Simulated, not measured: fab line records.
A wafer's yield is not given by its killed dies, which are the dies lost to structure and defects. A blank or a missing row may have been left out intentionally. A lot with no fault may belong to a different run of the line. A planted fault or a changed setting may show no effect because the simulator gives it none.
Code-filled problem report in 8D (eight disciplines) form :: flow sfqLine :: the parts of the form that need people (team, actions taken, sign-off) are left out

1. THE ISSUE
Wafers without a fault read 14.399, standard deviation 0.014; exposureDoseMJCm2 at SFQ_TRILAYER_M0_LITHO_EXPOSE_022 reads a mean of 9.107 on 6 wafers belonging to 2 lots. That is -99 or more standard deviations from the usual mean.
The step: exposes mask M0, target cd 500 nm.
First observed at day 19 02:25: wafer L821.1, on krfScanner-01. At this step, 18 wafers from 6 lots have a number in the record. Rule for "out", or "out of limits": more than 4 standard deviations from the usual mean. Any other wafer with a number is counted as sound.

2. WHAT IT IS, AND WHAT IT ISN'T
question: which readings at this step
is: exposureDoseMJCm2
is not: stageVelMmS

question: which lots
is: L821, L822
is not: L810, L817, L824, L825

question: which wafers of those lots
is: all that have a number
is not: -

question: read on which tools
is: krfScanner-01
is not: krfScanner-02

question: when
is: from day 19 02:25
is not: up to then (6 sound wafers); but 6 sound wafers of L824, L825 came after

3. WHAT RULES OUT EACH SUSPECT
Counting: a tool stays on the suspect list if, at a process step up to the reading, it processed all lots that are out and no sound lot following the first of them.
- krfScanner-01 at SFQ_TRILAYER_M0_LITHO_EXPOSE_022 (exposes mask M0, target cd 500 nm): kept. It ran every lot that is out, first L821 (day 19 02:25), and no sound lot after that; its last sound lot up to then is L817 (day 17 10:14). Its own readings are out on those wafers: exposureDoseMJCm2.
The count leaves krfScanner-01 at SFQ_TRILAYER_M0_LITHO_EXPOSE_022.

4. THE CAUSE (what the simulator had put in)
Drift in process parameters on krfScanner-01 at SFQ_TRILAYER_M0_LITHO_EXPOSE_022, starting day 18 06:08. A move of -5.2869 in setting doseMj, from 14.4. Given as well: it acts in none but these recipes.
Only this tool survived the counting.

5. SEQUENCE OF EFFECTS, ordered by route
Each row: a reading whose mean over the struck wafers that have a number lies more than 3 standard deviations from the usual. Only readings for which the record gives a usual standard deviation are gone through. hours: the time from each lot's start at the first step in this table that gives one to its start at this step, as a median over the lots. sigmas: the change in usual standard deviations.
hours: 0
step: SFQ_TRILAYER_M0_LITHO_EXPOSE_022
reading: exposureDoseMJCm2
usual: 14.399
on struck wafers: 9.107
change: -5.292
sigmas: -99 or more
Here are the process steps it includes:
- SFQ_TRILAYER_M0_LITHO_EXPOSE_022: exposes mask M0, target cd 500 nm.
At these later measuring or inspecting steps, every struck wafer for which the step has a row has a number for every such reading, and none has moved that far: SFQ_M0_OVL_MEAS_906, SFQ_I0_BOW_MEAS_907, SFQ_I0_OVL_MEAS_908, SFQ_M1_RS_MEAS_909, SFQ_M8_BOW_MEAS_951.

6. WHAT WOULD HAVE CAUGHT IT SOONER
20 hours passed between the start of the fault at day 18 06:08 and the first reading out of limits in this record, taken at day 19 02:25.
